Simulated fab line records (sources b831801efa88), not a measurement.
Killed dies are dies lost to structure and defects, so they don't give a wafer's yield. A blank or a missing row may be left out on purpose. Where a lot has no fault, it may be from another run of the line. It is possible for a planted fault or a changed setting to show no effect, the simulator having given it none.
Which tool did it? ; flow gf180mcu ; 6 lots with 18 wafers sampled at 2 steps, on a route of 602 steps

WHAT THE GAUGES SHOWED, per wafer
GF_VT_IMPLANT_OVL_MEAS_18.
lot;measured;on;VT_IMPLANT_01_OVL (nm)
L374;day 7 01:02;overlay-02;2.3 1.8 2.6
L376;day 7 16:19;overlay-01;1.4 1.2 1.4
L378;day 8 02:05;overlay-01;1.8 0.1 1.1
L381;day 8 23:11;overlay-01;-0.2 -1.4 -0.3
L386;day 10 08:20;overlay-01;-1.3 -1.6 -0.2
L388;day 10 21:54;overlay-01;-1.0 -1.2 -0.2

EACH LOT AND THE TOOL THAT RAN IT (in order: tool; ch and the chambers of the sampled wafers; start)
lot;GF_VT_IMPLANT_EXPOSE_15
L374;iline_stepper-02 ch 0, day 6 17:43
L376;iline_stepper-01 ch 0, day 7 08:11
L378;iline_stepper-01 ch 0, day 7 18:20
L381;iline_stepper-01 ch 0, day 8 14:32
L386;iline_stepper-01 ch 0, day 9 23:34
L388;iline_stepper-02 ch 0, day 10 13:04
- GF_VT_IMPLANT_EXPOSE_15: exposes mask Nwell LV AREA, target cd 860 nm.

THE ANSWER, worked out from the rows above alone
Rule: the lots themselves supply what counts as usual. The widest of any qualifying gaps counts: lots, ordered by their means at a reading, are off when they make up no more than a third of the lots, leave a main group of 4 or more, and stand apart from it by 3 or more times the standard deviation of that group's means. The tables above print the reading to a certain number of digits; a main group whose means all agree to those digits is not used. Also off: a lot with no number at a reading for which 4 or more lots have one. The other lots that the step has rows for count as sound.
None of the lots is off at any reading shown; this tells nothing.

WHAT THE SIMULATOR PUT IN
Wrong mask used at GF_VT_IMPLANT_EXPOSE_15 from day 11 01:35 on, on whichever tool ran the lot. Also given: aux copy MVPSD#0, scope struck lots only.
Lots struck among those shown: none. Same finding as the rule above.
